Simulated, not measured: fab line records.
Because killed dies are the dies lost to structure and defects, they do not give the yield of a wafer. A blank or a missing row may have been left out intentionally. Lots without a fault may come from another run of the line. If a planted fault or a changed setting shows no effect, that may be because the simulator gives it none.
8D (eight disciplines) problem report, filled in by code :: flow gf180mcu :: the parts of the form that need people (team, actions taken, sign-off) are left out

== 1. THE ISSUE ==
At GF_MVSD_STRIP_10, strip time to endpoint s averages 22.27 s over 4 wafers from 2 lots, while fault-free wafers read 36.95 s, standard deviation 0.097. That is -99 or more standard deviations from the usual mean.
The step: strips in O2/N2.
The first sign was on wafer L187.1 at day 6 05:01, on plasma asher-01. Wafers with a number at this step in the record: 39, from 13 lots. Rule for "out" (also "out of limits"): further than 4 standard deviations from the usual mean. The rest of the wafers with a number are treated as sound.

== 2. WHAT THIS IS AND IS NOT ==
question: which readings at this step
is: strip time to endpoint s
is not: drypump motor current A, heater power w

question: which lots
is: L187, L191
is not: L182, L183, L185, L192, L194, L196, L197, L198, L199, L200, L202

question: which wafers of those lots
is: L187.1, L187.4, L191.1, L191.4
is not: L187.6, L191.2

question: read on which tools
is: plasma asher-01
is not: plasma asher-02, plasma asher-03

question: when
is: from day 6 05:01
is not: up to then (10 sound wafers); but 25 sound wafers of L191, L192, L194, L196, L197, L198, L199, L200, L202 came after

== 3. THE SUSPECTS, EACH WITH WHAT RULES IT OUT ==
Counting: if a tool at a process step up to the reading ran every lot that is out, it stays a suspect. Sound lots after the first of them don't rule it out here, since some wafers of a struck lot are sound.
- litho track-02 at GF_MVSD_COAT_02 (resist thk 3000 nm): kept. It processed each lot that is out (first: L187, day 5 20:47); up to then, its last sound lot is L185 (day 5 11:17).
- plasma asher-01 at GF_MVSD_STRIP_10 (strips in O2/N2): kept. It ran every lot that is out, first L187 (day 6 05:01). Out on those wafers are its own readings of strip time to endpoint s.
The count leaves plasma asher-01 at GF_MVSD_STRIP_10 and litho track-02 at GF_MVSD_COAT_02.

== 4. THE CAUSE (what the simulator had put in) ==
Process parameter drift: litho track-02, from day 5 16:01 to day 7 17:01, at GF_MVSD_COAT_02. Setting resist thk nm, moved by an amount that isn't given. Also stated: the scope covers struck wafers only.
Of the 2 suspects that counting leaves, this tool is one.

== 5. THE CHAIN OF EFFECTS, in route order ==
Each row: a reading where the mean over the struck wafers with a number is more than 3 standard deviations away from the usual. Scope: only readings with a usual standard deviation given in the record; hours: median across lots of the time from each lot's start at the first step in this table that gives one to its start at this step; sigmas: change in usual standard deviations.
hours: 0
step: GF_MVSD_STRIP_10
reading: strip time to endpoint s
usual: 36.95 s
on struck wafers: 22.27
change: -14.69
sigmas: -99 or more
Here are the process steps it includes:
- GF_MVSD_STRIP_10: strips in O2/N2.
Later measuring or inspecting steps at which every struck wafer that the step has a row for has a number for every such reading, and none has moved that far: GF_HV_LDD_TW_MEAS_38.

== 6. WHAT WOULD HAVE CAUGHT IT SOONER ==
The fault began at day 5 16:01; the first out-of-limits reading in this record came at day 6 05:01, 13 hours later.
L191, from the lots that are out (2), started GF_MVSD_COAT_02 on litho track-02 later than day 6 05:01. A tool hold placed at that time would have kept it from harm.
